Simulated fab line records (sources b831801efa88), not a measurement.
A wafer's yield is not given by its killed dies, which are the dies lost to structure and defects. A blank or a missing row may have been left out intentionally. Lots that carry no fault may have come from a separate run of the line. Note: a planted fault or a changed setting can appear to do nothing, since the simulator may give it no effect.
Which tool did it? -- flow gf180mcu -- 39 wafers from 13 lots sampled at 2 of the route's 602 steps

## WHAT THE GAUGES READ, wafer by wafer
GF_M3_CD_MEAS_14 targets a cd of 280 nm. Usual: cd nm 279.8 nm, standard deviation 1.3.
lot,measured,on,cd nm (nm),flag
L766,day 22 18:09,cd sem-01,280.5 281.6 279.3,
L767,day 23 03:38,cd sem-02,280.0 278.4 279.0,
L769,day 23 07:59,cd sem-02,280.6 280.8 279.2,
L768,day 23 10:23,cd sem-01,278.3 277.9 279.4,
L771,day 24 01:02,cd sem-02,279.6 278.3 278.8,
L770,day 24 04:32,cd sem-02,278.3 278.2 277.5,
L773,day 24 14:45,cd sem-01,278.5 278.3 278.0,
L775,day 25 09:17,cd sem-02,278.0 277.5 279.1,
L779,day 26 17:26,cd sem-02,280.1 280.4 280.1,
L781,day 27 12:16,cd sem-01,281.1 280.7 280.2,
L782,day 27 20:12,cd sem-01,279.3 279.3 278.3,
L783,day 28 01:36,cd sem-02,279.8 280.4 279.0,
L784,day 28 11:41,cd sem-01,279.9 280.4 280.0,

## WHICH TOOL RAN EACH LOT (tool, then ch and the chambers of the sampled wafers, then the start)
lot,GF_M3_SOFTBAKE_10
L766,"litho track-04 ch 0, day 22 07:01"
L767,"litho track-04 ch 0, day 22 16:01"
L769,"litho track-01 ch 0, day 22 20:04"
L768,"litho track-02 ch 0, day 22 22:42"
L771,"litho track-02 ch 0, day 23 14:09"
L770,"litho track-02 ch 0, day 23 17:54"
L773,"litho track-04 ch 0, day 24 03:45"
L775,"litho track-02 ch 0, day 24 22:12"
L779,"litho track-04 ch 0, day 26 06:57"
L781,"litho track-01 ch 0, day 27 02:13"
L782,"litho track-01 ch 0, day 27 09:53"
L783,"litho track-04 ch 0, day 27 15:25"
L784,"litho track-01 ch 0, day 28 01:46"
- GF_M3_SOFTBAKE_10: time 60 s.

## AS READ BY THE TOOLS THEMSELVES (means over the sampled wafers that have a number; for cases with no such wafer, the mark the record gives instead)
GF_M3_SOFTBAKE_10. Usual: heater power total W 93.06 W, standard deviation 0.059; resist line temp C 23.01 C, standard deviation 0.11; run length s 88.93 s, standard deviation 0.16.
lot,tool,heater power total W (W),resist line temp C (C),run length s (s),flag
L766,litho track-04,93.04,23.07,88.80,
L767,litho track-04,93.03,23.02,88.86,
L769,litho track-01,93.02,23.15,88.87,
L768,litho track-02,93.06,23.13,89.07,
L771,litho track-02,92.99,23.05,89.09,
L770,litho track-02,93.83,23.03,87.55,OFF
L773,litho track-04,93.06,22.82,88.78,
L775,litho track-02,93.85,22.85,87.62,OFF
L779,litho track-04,93.03,23.01,88.89,
L781,litho track-01,93.08,23.00,88.93,
L782,litho track-01,93.04,22.87,88.78,
L783,litho track-04,93.05,23.18,88.79,
L784,litho track-01,93.07,23.12,88.88,

## THE ANSWER, worked out from the rows above alone
Rule: a lot counts as off when the mean over its wafers that have a number is more than 3 standard deviations away from the usual mean. Also off: a lot with no number at a reading for which 4 or more lots have one. All remaining lots with rows at the step are treated as sound. The gauges are gone through in route order, then the tools' own readings, and for those a lot's mean is taken as printed above. The first step at which some lot is off is used, and at that step the reading that is off furthest; a lot without a number counts as furthest.
Off: L770, L775, at GF_M3_SOFTBAKE_10 (heater power total W).
A tool fits if, at that step or a process step before it, it ran every lot that is off, and no sound lot after the first of them. One fits: litho track-02 at GF_M3_SOFTBAKE_10. A fault onset in the window from L771 (day 23 14:09, its last sound lot) to L770 (day 23 17:54, its first lot off) fits.
The tool's own readings at GF_M3_SOFTBAKE_10 bear it out: on the lots that are off they differ by more than 5 times the standard deviation of the sound lots' means. heater power total W reads 93.84 W there against 93.04 W on the sound lots; run length s reads 87.59 s there against 88.89 s on the sound lots.

## WHAT WAS PUT IN BY THE SIMULATOR
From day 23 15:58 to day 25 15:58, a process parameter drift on litho track-02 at GF_M3_SOFTBAKE_10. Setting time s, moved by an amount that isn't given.
Shown lots that were struck: L770, L775. The rule above reached the same finding.
